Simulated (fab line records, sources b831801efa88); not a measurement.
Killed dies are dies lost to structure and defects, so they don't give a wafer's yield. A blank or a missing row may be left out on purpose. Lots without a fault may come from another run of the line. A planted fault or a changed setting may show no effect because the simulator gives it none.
fab line records | flow sky130
record lots=5 wafers=15 last_day=50
route steps=708 shown FIELD_ISO@28 NWELL@32 DNWELL@35 PWDE@45
lots that met no fault: from a run of the same line without faults
start_h: hours from the record's first day to the start of the lot's first wafer shown | wait_h: hours since the lot's step before | " the same as in the row above | L1.1+2: a row that stands for several wafers | - no value, or no start given | * or withheld: withheld | < > ~ a bound
route shown NAME@n: a module of which the file shows steps, and the number in the route of the first | usual: mean/standard deviation of fault-free wafers | same: alike in all rows | chamber/n: place in a boat | sites: the reading at each site | _std_site: their standard deviation | _edge_site: outer sites' mean less inner sites' | radius_mm: how far each site lies from the wafer's centre | mask NAME#n: copy n | behind: the tool/chamber that last shaped the wafer | hold: why the lot was held/for how many hours/how that ended | device: the transistor (n, p or np) that didn't switch | end of line: the same wafers' tests at the end of the route | a step without rows: its recipe alone | killed: dies lost to structure and defects at the first sort, not the wafer's yield | map: a wafer's dies, x killed, . not, _ none there
set.NAME: the setting as run; set.NAME@STEP: as run at that earlier step | model.NAME: the simulator's own value behind a step, which no gauge read
lots at some steps of the route; a table a step, a row a wafer
services: from which hour (start_h, from the record's first day; less than 0 if before it) a tool's chamber was out of use, for how many hours, and why
## steps
# step SKY_FIELD_ISO_CMP_27
# recipe stop_on=Si3N4 t_overpolish_s=16 down_force_psi=4 platen_rpm=60 target_thk_nm=457.8 pad_velocity_m_s=0.94248
# usual motor_current_A=12.0/0.97 overpolish_run_s=16.000/0.0084 retaining_ring_pressure_frac=1.000/0.0054 slurry_flow_ml_min=150.0/0.44 time_to_endpoint_s=112/4.3
# columns lot.wafer tool chamber start_h wait_h motor_current_A overpolish_run_s retaining_ring_pressure_frac slurry_flow_ml_min time_to_endpoint_s
L074.2 cmp-01 1 33.51 0.0 12.1 15.998 0.997 150.6 103
L074.3 " 2 " " 11.6 15.987 1.005 150.5 105
L074.5 " 2 " " 12.4 16.009 1.005 150.5 112
L089.3 cmp-02 3 110.31 0.1 10.4 15.986 0.995 150.5 111
L089.2 " 0 " " 11.8 16.010 1.003 150.9 108
L089.6 " 3 " " 10.4 15.999 0.993 149.7 111
L093.3 cmp-01 1 132.95 0.0 12.1 16.002 1.006 150.8 111
L093.4 " 2 " " 11.7 15.998 1.004 150.5 110
L093.1 " 0 " " 12.2 16.013 1.001 149.8 108
L094.3 cmp-02 3 139.51 0.0 11.1 16.004 0.998 150.7 111
L094.6 " 3 " " 10.8 15.989 0.997 150.7 110
L094.5 " 0 " " 11.5 15.993 0.991 149.6 107
L095.1 cmp-02 0 148.50 0.1 11.7 16.000 1.000 150.1 107
L095.6 " 3 " " 11.0 16.003 1.007 150.3 113
L095.5 " 0 " " 11.4 15.999 1.004 149.2 108
# step SKY_FIELD_ISO_WET_ETCH_28
# recipe chemistry=dHF target_depth_nm=23.7 target=SiO2 dilution=10:1 temp_c=25 time_s=47
# usual temp_c=25.02/0.088
# columns lot.wafer tool chamber start_h wait_h temp_c
L074.2 wet_bench-02 0 33.81 0.2 25.04
L074.3 " 0 " " 25.09
L074.5 " 0 " " 25.07
L089.2 wet_bench-03 2 110.56 0.1 25.17
L089.3 " 2 " " 24.98
L089.6 " 2 " " 25.09
L093.1 wet_bench-02 0 133.25 0.1 25.10
L093.3 " 0 " " 24.99
L093.4 " 0 " " 25.06
L094.3 wet_bench-03 1 139.81 0.2 25.07
L094.5 " 1 " " 24.97
L094.6 " 1 " " 25.01
L095.1 wet_bench-01 2 148.75 0.2 24.96
L095.5 " 2 " " 24.93
L095.6 " 2 " " 25.03
# step SKY_FIELD_ISO_WET_ETCH_29
# recipe chemistry=H3PO4 target_depth_nm=160 target=Si3N4 temp_c=160 time_s=1825
# usual bath_guard_temp_C=159.9/0.42 temp_c=159.99/0.14
# columns lot.wafer tool chamber start_h wait_h bath_guard_temp_C temp_c
L074.2 wet_bench-03 0 33.83 0.0 160.5 160.13
L074.3 " 0 " " 160.2 159.76
L074.5 " 0 " " 160.3 160.06
L089.2 wet_bench-01 1 110.58 0.0 160.0 159.91
L089.3 " 1 " " 159.9 160.27
L089.6 " 1 " " 160.0 159.84
L093.1 wet_bench-02 2 133.28 0.0 160.0 160.00
L093.3 " 2 " " 159.8 160.30
L093.4 " 2 " " 160.0 160.09
L094.3 wet_bench-01 0 139.83 0.0 159.3 159.86
L094.5 " 0 " " 159.5 159.77
L094.6 " 0 " " 159.7 159.84
L095.1 wet_bench-02 2 148.78 0.0 159.9 159.96
L095.5 " 2 " " 159.6 160.09
L095.6 " 2 " " 159.9 160.10
# step SKY_FIELD_ISO_WET_ETCH_30
# recipe chemistry=dHF target_depth_nm=25 target=SiO2 dilution=10:1 temp_c=25 time_s=50
# usual temp_c=24.98/0.1
# columns lot.wafer tool chamber start_h wait_h temp_c
L074.2 wet_bench-03 1 34.35 0.0 24.87
L074.3 " 1 " " 24.99
L074.5 " 1 " " 24.71
L089.2 wet_bench-03 0 111.14 0.0 24.90
L089.3 " 0 " " 24.93
L089.6 " 0 " " 24.87
L093.1 wet_bench-01 1 133.79 0.0 24.92
L093.3 " 1 " " 24.80
L093.4 " 1 " " 24.90
L094.3 wet_bench-03 0 140.34 0.0 25.12
L094.5 " 0 " " 24.81
L094.6 " 0 " " 25.14
L095.1 wet_bench-03 2 149.34 0.0 24.93
L095.5 " 2 " " 24.89
L095.6 " 2 " " 24.98
# step SKY_NWELL_CLEAN_00
# recipe chemistry=SC1/SC2 mix=1:4:20 temp_c=70 time_s=150 dry=n2_spin
# usual bath_guard_temp_C=69.9/0.44 temp_c=70.01/0.12
# columns lot.wafer tool chamber start_h wait_h bath_guard_temp_C temp_c
L074.2 wet_bench-03 2 34.37 0.0 69.7 70.04
L074.3 " 2 " " 69.2 70.03
L074.5 " 2 " " 69.2 69.82
L089.2 wet_bench-01 0 111.17 0.0 69.6 70.08
L089.3 " 0 " " 69.3 70.03
L089.6 " 0 " " 69.8 70.05
L093.1 wet_bench-03 2 133.81 0.0 69.2 70.06
L093.3 " 2 " " 69.2 70.00
L093.4 " 2 " " 69.9 70.12
L094.3 wet_bench-01 0 140.37 0.0 69.3 69.85
L094.5 " 0 " " 69.7 69.85
L094.6 " 0 " " 69.3 70.00
L095.1 wet_bench-01 3 149.36 0.0 69.9 70.01
L095.5 " 3 " " 69.8 69.91
L095.6 " 3 " " 69.8 70.05
# step SKY_NWELL_OXIDATION_01
# recipe temp_c=900 ambient=O2 stabilise_s=600 purge_s=300 target_thk_a=100 ox_time_s=1418
# usual spike_tc_bottom_C=914.2/2.5 zone_power_upper_pct=17.6/1.3
# columns lot.wafer tool chamber start_h wait_h spike_tc_bottom_C zone_power_upper_pct
L074.2 furnace-01 0 34.86 0.4 913.2 19.1
L074.3 " 0 " " 912.5 19.0
L074.5 " 0 " " 913.2 18.8
L089.2 furnace-01 0 111.77 0.5 912.2 19.4
L089.3 " 0 " " 910.7 19.3
L089.6 " 0 " " 911.5 18.8
L093.1 furnace-01 0 135.54 1.7 911.3 18.7
L093.3 " 0 " " 912.8 19.1
L093.4 " 0 " " 911.6 19.0
L094.3 furnace-02 0 141.63 1.2 916.8 16.5
L094.5 " 0 " " 915.6 16.4
L094.6 " 0 " " 918.0 16.3
L095.1 furnace-01 0 150.33 0.9 911.8 19.0
L095.5 " 0 " " 912.0 19.1
L095.6 " 0 " " 912.6 19.0
# step SKY_NWELL_THK_MEAS_02
# recipe reads=SiO2_of_NWELL_OXIDATION_01
# usual NWELL_OXIDATION_THK=10.00/0.17
# columns lot.wafer tool chamber start_h wait_h NWELL_OXIDATION_THK[nm]
L074.2 film_metro-01 - 36.26 0.0 10.09
L074.3 " - " " 10.01
L074.5 " - " " 10.01
L089.2 film_metro-02 - 113.17 0.0 10.06
L089.3 " - " " 10.19
L089.6 " - " " 9.99
L093.1 film_metro-02 - 136.93 0.0 10.18
L093.3 " - " " 10.19
L093.4 " - " " 10.10
L094.3 film_metro-02 - 143.05 0.0 9.85
L094.5 " - " " 9.95
L094.6 " - " " 10.01
L095.1 film_metro-01 - 151.72 0.0 9.76
L095.5 " - " " 9.79
L095.6 " - " " 9.82
# step SKY_DNWELL_DEHYDRATE_00
# recipe temp_c=200 time_s=60
# usual chill_plate_temp_C=23.01/0.11 resist_line_temp_C=23.00/0.11
# columns lot.wafer tool chamber start_h wait_h chill_plate_temp_C resist_line_temp_C
L074.2 litho_track-02 0 43.84 7.6 22.99 23.34
L074.3 " 0 " " 23.03 23.15
L074.5 " 0 " " 22.93 23.16
L089.2 litho_track-03 0 121.43 8.2 22.91 22.85
L089.3 " 0 " " 22.84 22.91
L089.6 " 0 " " 22.75 23.05
L093.1 litho_track-02 0 145.27 8.3 22.75 23.01
L093.3 " 0 " " 23.04 23.20
L093.4 " 0 " " 22.93 23.16
L094.3 litho_track-04 0 152.88 9.8 23.03 23.09
L094.5 " 0 " " 23.02 23.05
L094.6 " 0 " " 22.98 22.97
L095.1 litho_track-04 0 161.58 9.9 23.03 22.99
L095.5 " 0 " " 23.07 22.93
L095.6 " 0 " " 22.96 23.12
# step SKY_DNWELL_HMDS_01
# recipe prime_time_s=60 prime_temp_c=120
# usual chill_plate_temp_C=23.03/0.091 resist_line_temp_C=23.02/0.1
# columns lot.wafer tool chamber start_h wait_h chill_plate_temp_C resist_line_temp_C
L074.2 litho_track-02 0 43.99 0.1 22.88 23.04
L074.3 " 0 " " 22.90 22.89
L074.5 " 0 " " 23.05 23.07
L089.2 litho_track-03 0 121.58 0.1 23.13 23.08
L089.3 " 0 " " 23.07 23.29
L089.6 " 0 " " 23.18 23.06
L093.1 litho_track-02 0 145.42 0.1 22.90 23.23
L093.3 " 0 " " 23.01 23.15
L093.4 " 0 " " 23.02 23.23
L094.3 litho_track-04 0 153.03 0.1 22.83 23.08
L094.5 " 0 " " 23.03 22.97
L094.6 " 0 " " 23.07 23.06
L095.1 litho_track-04 0 161.73 0.1 22.84 23.00
L095.5 " 0 " " 23.03 23.11
L095.6 " 0 " " 22.98 22.88
# step SKY_DNWELL_COAT_02
# recipe spin_rpm=2000 resist_thk_nm=3000
# usual chill_plate_temp_C=23.00/0.1 resist_line_temp_C=23.00/0.11
# columns lot.wafer tool chamber start_h wait_h chill_plate_temp_C resist_line_temp_C
L074.2 litho_track-02 0 44.14 0.1 22.91 23.09
L074.3 " 0 " " 22.90 23.03
L074.5 " 0 " " 22.80 22.97
L089.2 litho_track-03 0 121.73 0.1 22.95 23.03
L089.3 " 0 " " 22.96 22.92
L089.6 " 0 " " 23.06 22.96
L093.1 litho_track-02 0 145.57 0.1 22.98 22.95
L093.3 " 0 " " 23.14 22.98
L093.4 " 0 " " 23.13 22.99
L094.3 litho_track-04 0 153.18 0.1 22.89 22.97
L094.5 " 0 " " 22.83 22.92
L094.6 " 0 " " 22.90 22.76
L095.1 litho_track-04 0 161.88 0.1 23.02 23.03
L095.5 " 0 " " 23.13 23.28
L095.6 " 0 " " 22.80 23.11
# step SKY_DNWELL_SOFTBAKE_03
# recipe temp_c=110 time_s=withheld
# usual chill_plate_temp_C=23.00/0.1 resist_line_temp_C=22.99/0.1
# columns lot.wafer tool chamber start_h wait_h chill_plate_temp_C resist_line_temp_C
L074.2 litho_track-02 0 44.30 0.1 23.09 23.00
L074.3 " 0 " " 23.09 22.87
L074.5 " 0 " " 23.10 22.96
L089.2 litho_track-03 0 121.88 0.1 22.94 23.02
L089.3 " 0 " " 23.13 22.83
L089.6 " 0 " " 23.02 22.87
L093.1 litho_track-02 0 145.72 0.1 23.00 23.01
L093.3 " 0 " " 23.00 22.90
L093.4 " 0 " " 23.06 22.81
L094.3 litho_track-04 0 153.35 0.1 22.90 22.83
L094.5 " 0 " " 23.01 22.94
L094.6 " 0 " " 22.73 22.90
L095.1 litho_track-04 0 162.03 0.1 23.15 23.07
L095.5 " 0 " " 23.01 22.92
L095.6 " 0 " " 23.17 23.19
# step SKY_DNWELL_EXPOSE_04
# recipe mask_id=DNM na=0.57 target_cd_nm=3000 dose_mj=222
# same na=0.57
# columns lot.wafer tool chamber start_h wait_h mask
L074.2+3+5 iline_stepper-01 0 - - DNM#0
L089.2+3+6 iline_stepper-02 0 - - DNM#0
L093.1+3+4 iline_stepper-01 0 - - DNM#0
L094.3+5+6 iline_stepper-02 0 - - DNM#0
L095.1+5+6 iline_stepper-01 0 - - DNM#0
# step SKY_DNWELL_PEB_05
# recipe temp_c=115 time_s=withheld
# usual chill_plate_temp_C=23.02/0.11 resist_line_temp_C=23.00/0.11
# columns lot.wafer tool chamber start_h wait_h chill_plate_temp_C resist_line_temp_C
L074.2 litho_track-02 0 - - 22.93 23.08
L074.3 " 0 " " 23.16 23.05
L074.5 " 0 " " 23.03 23.01
L089.2 litho_track-02 0 - - 23.00 23.06
L089.3 " 0 " " 22.89 23.00
L089.6 " 0 " " 22.95 22.98
L093.1 litho_track-03 0 - - 22.96 22.99
L093.3 " 0 " " 23.06 22.96
L093.4 " 0 " " 23.01 22.88
L094.3 litho_track-02 0 - - 23.14 23.20
L094.5 " 0 " " 23.08 23.24
L094.6 " 0 " " 23.18 23.09
L095.1 litho_track-03 0 - - 22.96 22.82
L095.5 " 0 " " 22.88 23.08
L095.6 " 0 " " 22.96 23.04
# step SKY_DNWELL_DEVELOP_06
# recipe wall_angle_deg=90 developer=TMAH develop_time_s=60 dev_temp_c=23
# usual chill_plate_temp_C=22.96/0.1 resist_line_temp_C=22.99/0.13
# columns lot.wafer tool chamber start_h wait_h chill_plate_temp_C resist_line_temp_C
L074.2 litho_track-02 0 - - 22.96 22.88
L074.3 " 0 " " 23.02 23.13
L074.5 " 0 " " 22.97 22.97
L089.2 litho_track-02 0 - - 22.94 23.24
L089.3 " 0 " " 22.94 23.14
L089.6 " 0 " " 22.88 23.12
L093.1 litho_track-03 0 - - 22.82 23.02
L093.3 " 0 " " 22.93 23.02
L093.4 " 0 " " 22.97 23.11
L094.3 litho_track-02 0 - - 22.91 22.81
L094.5 " 0 " " 22.79 22.79
L094.6 " 0 " " 22.84 22.79
L095.1 litho_track-03 0 - - 22.88 23.04
L095.5 " 0 " " 22.75 22.95
L095.6 " 0 " " 22.95 23.00
# step SKY_DNWELL_IMPLANT_07
# recipe species=P energy_kev=withheld dose_cm2=withheld tilt_deg=withheld
# columns lot.wafer tool chamber start_h wait_h
L074.2+3+5 implanter-03 0 52.24 -
L089.2+3+6 implanter-03 0 131.54 -
L093.1+3+4 implanter-04 0 156.60 -
L094.3+5+6 implanter-01 0 163.57 -
L095.1+5+6 implanter-03 0 172.70 -
# step SKY_DNWELL_STRIP_08
# recipe chemistry=O2/N2 power_w=1400 pressure_mtorr=1500 platen_temp_c=withheld o2_flow_sccm=3000 n2_flow_sccm=300 overash_fraction=0.5
# usual drypump_motor_current_A=5.7/0.34 oes_product_au=0.723/0.0046 strip_time_to_endpoint_s=37.00/0.12
# columns lot.wafer tool chamber start_h wait_h drypump_motor_current_A oes_product_au rf_hours_counter_h strip_time_to_endpoint_s
L074.2 plasma_asher-01 0 52.37 0.1 5.2 0.729 38 36.58
L074.3 " 0 " " 5.2 0.722 - 36.68
L074.5 " 0 " " 5.2 0.727 - 36.64
L089.2 plasma_asher-04 1 131.67 0.1 6.4 0.723 1 37.04
L089.3 " 1 " " 6.3 0.718 - 37.04
L089.6 " 0 " " 5.9 0.728 - 36.95
L093.1 plasma_asher-04 0 156.75 0.1 5.9 0.725 4 37.03
L093.3 " 0 " " 5.9 0.720 - 37.07
L093.4 " 1 " " 6.3 0.722 - 37.08
L094.3 plasma_asher-01 1 163.70 0.1 5.7 0.723 - 36.98
L094.5 " 1 " " 5.7 0.716 - 36.92
L094.6 " 0 " " 5.2 0.731 - 36.93
L095.1 plasma_asher-01 1 172.85 0.1 5.7 0.715 49 36.91
L095.5 " 1 " " 5.7 0.732 - 36.97
L095.6 " 0 " " 5.2 0.721 - 36.85
# step SKY_DNWELL_TW_MEAS_09
# usual DNWELL_TW=1110/12
# columns lot.wafer tool chamber start_h wait_h DNWELL_TW
L074.2 film_metro-04 - 52.48 0.1 1118
L074.3 " - " " 1125
L074.5 " - " " 1120
L089.2 film_metro-01 - 131.78 0.1 1100
L089.3 " - " " 1096
L089.6 " - " " 1098
L093.1 film_metro-02 - 156.85 0.1 1120
L093.3 " - " " 1119
L093.4 " - " " 1123
L094.3 film_metro-01 - 163.79 0.1 1095
L094.5 " - " " 1098
L094.6 " - " " 1096
L095.1 film_metro-02 - 172.95 0.1 1110
L095.5 " - " " 1112
L095.6 " - " " 1116
# step SKY_PWDE_DEHYDRATE_00
# recipe temp_c=200 time_s=60
# usual chill_plate_temp_C=23.00/0.099 resist_line_temp_C=22.99/0.12
# columns lot.wafer tool chamber start_h wait_h chill_plate_temp_C resist_line_temp_C
L074.2 litho_track-01 0 60.62 8.1 23.06 22.96
L074.3 " 0 " " 23.10 22.87
L074.5 " 0 " " 23.08 22.70
L089.2 litho_track-02 0 140.84 9.1 23.09 22.86
L089.3 " 0 " " 23.07 22.84
L089.6 " 0 " " 22.95 22.81
L093.1 litho_track-04 0 165.58 8.7 23.05 22.96
L093.3 " 0 " " 22.82 22.99
L093.4 " 0 " " 22.93 22.85
L094.3 litho_track-01 0 174.14 10.3 22.86 23.18
L094.5 " 0 " " 22.84 23.02
L094.6 " 0 " " 22.85 23.15
L095.1 litho_track-04 0 182.68 9.7 23.03 22.99
L095.5 " 0 " " 22.92 22.85
L095.6 " 0 " " 23.19 22.87
# step SKY_PWDE_HMDS_01
# recipe prime_time_s=60 prime_temp_c=120
# usual chill_plate_temp_C=23.02/0.11 resist_line_temp_C=23.01/0.1
# columns lot.wafer tool chamber start_h wait_h chill_plate_temp_C resist_line_temp_C
L074.2 litho_track-01 0 60.77 0.1 22.97 23.13
L074.3 " 0 " " 22.90 23.10
L074.5 " 0 " " 23.02 23.08
L089.2 litho_track-02 0 140.99 0.1 22.78 22.87
L089.3 " 0 " " 22.89 22.93
L089.6 " 0 " " 22.86 22.94
L093.1 litho_track-04 0 165.73 0.1 23.29 23.17
L093.3 " 0 " " 23.09 23.24
L093.4 " 0 " " 23.12 23.01
L094.3 litho_track-01 0 174.29 0.1 22.95 23.06
L094.5 " 0 " " 22.96 23.07
L094.6 " 0 " " 23.03 23.10
L095.1 litho_track-04 0 182.83 0.1 23.24 23.01
L095.5 " 0 " " 22.85 23.01
L095.6 " 0 " " 22.87 22.90
# step SKY_PWDE_COAT_02
# recipe spin_rpm=2000 resist_thk_nm=3000
# usual chill_plate_temp_C=23.00/0.11 resist_line_temp_C=22.98/0.11
# columns lot.wafer tool chamber start_h wait_h chill_plate_temp_C resist_line_temp_C
L074.2 litho_track-01 0 60.92 0.1 23.15 22.92
L074.3 " 0 " " 23.13 22.93
L074.5 " 0 " " 23.37 22.93
L089.2 litho_track-02 0 141.14 0.1 22.97 22.86
L089.3 " 0 " " 22.91 22.99
L089.6 " 0 " " 22.98 22.88
L093.1 litho_track-04 0 165.88 0.1 22.94 22.85
L093.3 " 0 " " 22.82 22.93
L093.4 " 0 " " 23.16 22.90
L094.3 litho_track-01 0 174.44 0.1 22.94 22.92
L094.5 " 0 " " 22.94 22.87
L094.6 " 0 " " 22.81 22.82
L095.1 litho_track-04 0 182.98 0.1 22.98 22.93
L095.5 " 0 " " 22.96 23.12
L095.6 " 0 " " 23.00 22.92
# step SKY_PWDE_SOFTBAKE_03
# recipe temp_c=110 time_s=withheld
# usual chill_plate_temp_C=22.98/0.11 resist_line_temp_C=23.02/0.086
# columns lot.wafer tool chamber start_h wait_h chill_plate_temp_C resist_line_temp_C
L074.2 litho_track-01 0 61.08 0.1 22.94 23.08
L074.3 " 0 " " 22.91 23.03
L074.5 " 0 " " 22.82 22.99
L089.2 litho_track-02 0 141.30 0.1 23.10 22.93
L089.3 " 0 " " 22.96 22.89
L089.6 " 0 " " 23.20 22.98
L093.1 litho_track-04 0 166.03 0.1 23.09 22.97
L093.3 " 0 " " 23.13 22.90
L093.4 " 0 " " 23.04 23.09
L094.3 litho_track-01 0 174.61 0.1 22.95 22.89
L094.5 " 0 " " 22.88 22.91
L094.6 " 0 " " 23.04 22.96
L095.1 litho_track-04 0 183.13 0.1 22.86 22.89
L095.5 " 0 " " 22.98 23.02
L095.6 " 0 " " 22.85 23.03
# step SKY_PWDE_EXPOSE_04
# recipe mask_id=PWDEM na=0.6 source_shape=conventional sigma_outer=0.6 polarization=unpolarized target_cd_nm=840 dose_mj=215.8
# same na=0.6
# columns lot.wafer tool chamber start_h wait_h mask
L074.2+3+5 iline_stepper-01 0 - - PWDEM#0
L089.2+3+6 iline_stepper-01 0 - - PWDEM#0
L093.1+3+4 iline_stepper-02 0 - - PWDEM#0
L094.3+5+6 iline_stepper-02 0 - - PWDEM#0
L095.1+5+6 iline_stepper-01 0 - - PWDEM#0
# step SKY_PWDE_PEB_05
# recipe temp_c=115 time_s=withheld
# usual chill_plate_temp_C=22.98/0.11 resist_line_temp_C=22.97/0.12
# columns lot.wafer tool chamber start_h wait_h chill_plate_temp_C resist_line_temp_C
L074.2 litho_track-01 0 - - 22.89 23.07
L074.3 " 0 " " 23.05 23.00
L074.5 " 0 " " 23.00 22.99
L089.2 litho_track-04 0 - - 22.99 23.10
L089.3 " 0 " " 22.96 23.03
L089.6 " 0 " " 23.00 23.12
L093.1 litho_track-04 0 - - 22.85 23.03
L093.3 " 0 " " 22.91 23.14
L093.4 " 0 " " 22.77 23.04
L094.3 litho_track-01 0 - - 22.87 22.86
L094.5 " 0 " " 22.89 22.86
L094.6 " 0 " " 22.85 22.72
L095.1 litho_track-04 0 - - 23.07 23.04
L095.5 " 0 " " 23.17 22.96
L095.6 " 0 " " 23.05 23.04
# step SKY_PWDE_DEVELOP_06
# recipe wall_angle_deg=90 developer=TMAH develop_time_s=60 dev_temp_c=23
# usual chill_plate_temp_C=22.97/0.11 resist_line_temp_C=22.98/0.087
# columns lot.wafer tool chamber start_h wait_h chill_plate_temp_C resist_line_temp_C
L074.2 litho_track-01 0 - - 23.10 23.04
L074.3 " 0 " " 22.93 23.00
L074.5 " 0 " " 23.01 22.88
L089.2 litho_track-04 0 - - 23.34 22.99
L089.3 " 0 " " 23.08 23.00
L089.6 " 0 " " 23.06 22.92
L093.1 litho_track-04 0 - - 22.85 22.82
L093.3 " 0 " " 22.82 23.00
L093.4 " 0 " " 22.94 22.92
L094.3 litho_track-01 0 - - 23.00 22.95
L094.5 " 0 " " 22.83 23.04
L094.6 " 0 " " 23.00 23.02
L095.1 litho_track-04 0 - - 23.06 22.87
L095.5 " 0 " " 22.98 22.89
L095.6 " 0 " " 23.18 22.92
# step SKY_PWDE_OVL_MEAS_07
# usual PWDE_OVL=-0.6/1.6
# columns lot.wafer tool chamber start_h wait_h PWDE_OVL[nm]
L074.2 overlay-02 - 68.90 - 0.0
L074.3 " - " " -2.2
L074.5 " - " " -1.4
L089.2 overlay-01 - 151.54 - 1.7
L089.3 " - " " 1.2
L089.6 " - " " -0.9
L093.1 overlay-01 - 177.53 - 0.7
L093.3 " - " " 0.8
L093.4 " - " " 1.3
L094.3 overlay-02 - 184.86 - -1.9
L094.5 " - " " -0.5
L094.6 " - " " -0.1
L095.1 overlay-02 - 193.98 - -1.6
L095.5 " - " " -3.4
L095.6 " - " " -3.0
# step SKY_PWDE_IMPLANT_08
# recipe species=B energy_kev=150 dose_cm2=3.6e+12 tilt_deg=withheld
# usual faraday_current_uA=20.3/0.44
# columns lot.wafer tool chamber start_h wait_h faraday_current_uA
L074.2 implanter-01 0 68.96 0.0 19.9
L074.3 " 0 " " 19.5
L074.5 " 0 " " 20.2
L089.2 implanter-02 0 151.60 0.0 20.6
L089.3 " 0 " " 20.7
L089.6 " 0 " " 19.7
L093.1 implanter-02 0 177.57 0.0 20.6
L093.3 " 0 " " 19.8
L093.4 " 0 " " 20.2
L094.3 implanter-03 0 184.93 0.1 20.2
L094.5 " 0 " " 19.9
L094.6 " 0 " " 20.0
L095.1 implanter-01 0 194.02 0.0 20.5
L095.5 " 0 " " 20.4
L095.6 " 0 " " 20.8
# step SKY_PWDE_STRIP_09
# recipe chemistry=O2/N2 power_w=1400 pressure_mtorr=1500 platen_temp_c=withheld o2_flow_sccm=3000 n2_flow_sccm=300 overash_fraction=0.5
# usual drypump_motor_current_A=5.50/0.23 oes_product_au=0.722/0.0042 strip_time_to_endpoint_s=36.95/0.13
# columns lot.wafer tool chamber start_h wait_h drypump_motor_current_A oes_product_au rf_hours_counter_h strip_time_to_endpoint_s
L074.2 plasma_asher-01 0 69.08 0.1 5.24 0.723 39 36.96
L074.3 " 0 " " 5.24 0.725 - 37.04
L074.5 " 0 " " 5.23 0.716 - 37.06
L089.2 plasma_asher-02 1 151.72 0.1 5.08 0.732 33 36.97
L089.3 " 1 " " 5.08 0.723 - 36.95
L089.6 " 1 " " 5.08 0.724 - 37.03
L093.1 plasma_asher-01 1 177.72 0.1 5.68 0.718 50 37.11
L093.3 " 1 " " 5.69 0.719 - 37.14
L093.4 " 0 " " 5.23 0.726 - 37.22
L094.3 plasma_asher-03 1 185.06 0.1 5.65 0.722 - 36.75
L094.5 " 1 " " 5.64 0.728 - 36.82
L094.6 " 0 " " 5.60 0.721 - 36.81
L095.1 plasma_asher-03 0 194.17 0.1 5.61 0.719 51 36.90
L095.5 " 0 " " 5.59 0.714 - 36.83
L095.6 " 1 " " 5.66 0.721 - 36.91
# step SKY_PWDE_TW_MEAS_10
# usual PWDE_TW=374/4
# columns lot.wafer tool chamber start_h wait_h PWDE_TW
L074.2 film_metro-02 - 69.19 0.1 376
L074.3 " - " " 376
L074.5 " - " " 379
L089.2 film_metro-04 - 151.83 0.1 378
L089.3 " - " " 380
L089.6 " - " " 380
L093.1 film_metro-02 - 177.82 0.1 376
L093.3 " - " " 375
L093.4 " - " " 375
L094.3 film_metro-01 - 185.15 0.1 370
L094.5 " - " " 372
L094.6 " - " " 369
L095.1 film_metro-04 - 194.27 0.1 376
L095.5 " - " " 376
L095.6 " - " " 375
# step SKY_NWELL_DEHYDRATE_03
# recipe temp_c=200 time_s=60
# usual chill_plate_temp_C=22.99/0.11 resist_line_temp_C=22.98/0.11
# columns lot.wafer tool chamber start_h wait_h chill_plate_temp_C resist_line_temp_C
L074.2 litho_track-04 0 77.01 7.8 22.93 22.89
L074.3 " 0 " " 22.86 22.96
L074.5 " 0 " " 22.85 22.83
L089.2 litho_track-01 0 161.32 9.5 23.18 22.93
L089.3 " 0 " " 23.02 22.97
L089.6 " 0 " " 23.15 22.87
L093.1 litho_track-01 0 187.39 9.6 23.04 22.97
L093.3 " 0 " " 23.07 22.88
L093.4 " 0 " " 23.03 22.87
L094.3 litho_track-01 0 195.79 10.6 22.88 23.21
L094.5 " 0 " " 22.95 23.07
L094.6 " 0 " " 22.93 23.17
L095.1 litho_track-04 0 205.33 11.1 23.08 23.01
L095.5 " 0 " " 22.91 22.99
L095.6 " 0 " " 23.15 23.08
# step SKY_NWELL_HMDS_04
# recipe prime_time_s=60 prime_temp_c=120
# usual chill_plate_temp_C=23.01/0.11 resist_line_temp_C=22.99/0.11
# columns lot.wafer tool chamber start_h wait_h chill_plate_temp_C resist_line_temp_C
L074.2 litho_track-04 0 77.16 0.1 23.01 22.94
L074.3 " 0 " " 23.04 22.88
L074.5 " 0 " " 23.10 23.16
L089.2 litho_track-01 0 161.47 0.1 23.12 23.12
L089.3 " 0 " " 23.06 23.04
L089.6 " 0 " " 22.98 23.04
L093.1 litho_track-01 0 187.54 0.1 23.13 22.91
L093.3 " 0 " " 23.01 22.90
L093.4 " 0 " " 23.14 22.87
L094.3 litho_track-01 0 195.94 0.1 22.85 22.98
L094.5 " 0 " " 22.97 22.96
L094.6 " 0 " " 22.96 23.05
L095.1 litho_track-04 0 205.48 0.1 22.88 23.20
L095.5 " 0 " " 22.89 23.09
L095.6 " 0 " " 22.97 23.12
# step SKY_NWELL_COAT_05
# recipe spin_rpm=2000 resist_thk_nm=3000
# usual chill_plate_temp_C=22.98/0.1 resist_line_temp_C=23.02/0.11
# columns lot.wafer tool chamber start_h wait_h chill_plate_temp_C resist_line_temp_C
L074.2 litho_track-04 0 77.31 0.1 22.97 23.25
L074.3 " 0 " " 23.08 23.13
L074.5 " 0 " " 22.96 23.00
L089.2 litho_track-01 0 161.62 0.1 23.00 22.98
L089.3 " 0 " " 22.89 22.98
L089.6 " 0 " " 22.92 23.00
L093.1 litho_track-01 0 187.69 0.1 22.82 23.02
L093.3 " 0 " " 22.82 22.98
L093.4 " 0 " " 22.91 22.99
L094.3 litho_track-01 0 196.09 0.1 22.96 23.04
L094.5 " 0 " " 22.90 23.00
L094.6 " 0 " " 22.86 22.99
L095.1 litho_track-04 0 205.63 0.1 22.94 22.93
L095.5 " 0 " " 22.96 23.08
L095.6 " 0 " " 22.80 23.02
## services
# columns tool chamber start_h hours kind
implanter-02 - 13.85 3.7 repair
plasma_asher-04 - 13.89 14.6 pm
cmp-02 - 19.59 5.1 pm
cmp-01 - 20.27 1.0 repair
wet_bench-01 - 33.75 1.9 pm
implanter-02 - 42.87 6.0 repair
furnace-01 - 49.55 18.7 repair
cmp-02 - 64.00 4.0 pm
cmp-02 - 67.84 1.1 repair
iline_stepper-01 - 75.49 1.7 pm
iline_stepper-02 - 88.03 1.7 pm
cmp-01 - 88.61 4.2 pm
plasma_asher-04 - 108.75 9.0 pm
iline_stepper-01 - 120.74 4.0 repair
cmp-01 - 122.49 2.7 repair
plasma_asher-03 - 130.70 2.4 repair
furnace-01 - 139.53 5.0 pm
implanter-01 - 141.26 0.7 repair
cmp-02 - 142.67 1.1 repair
cmp-02 - 157.87 1.6 repair
wet_bench-01 - 158.24 2.0 repair
furnace-01 - 170.40 1.6 pm
implanter-03 - 192.11 4.4 pm
cmp-01 - 198.50 2.0 repair
## key
fault none
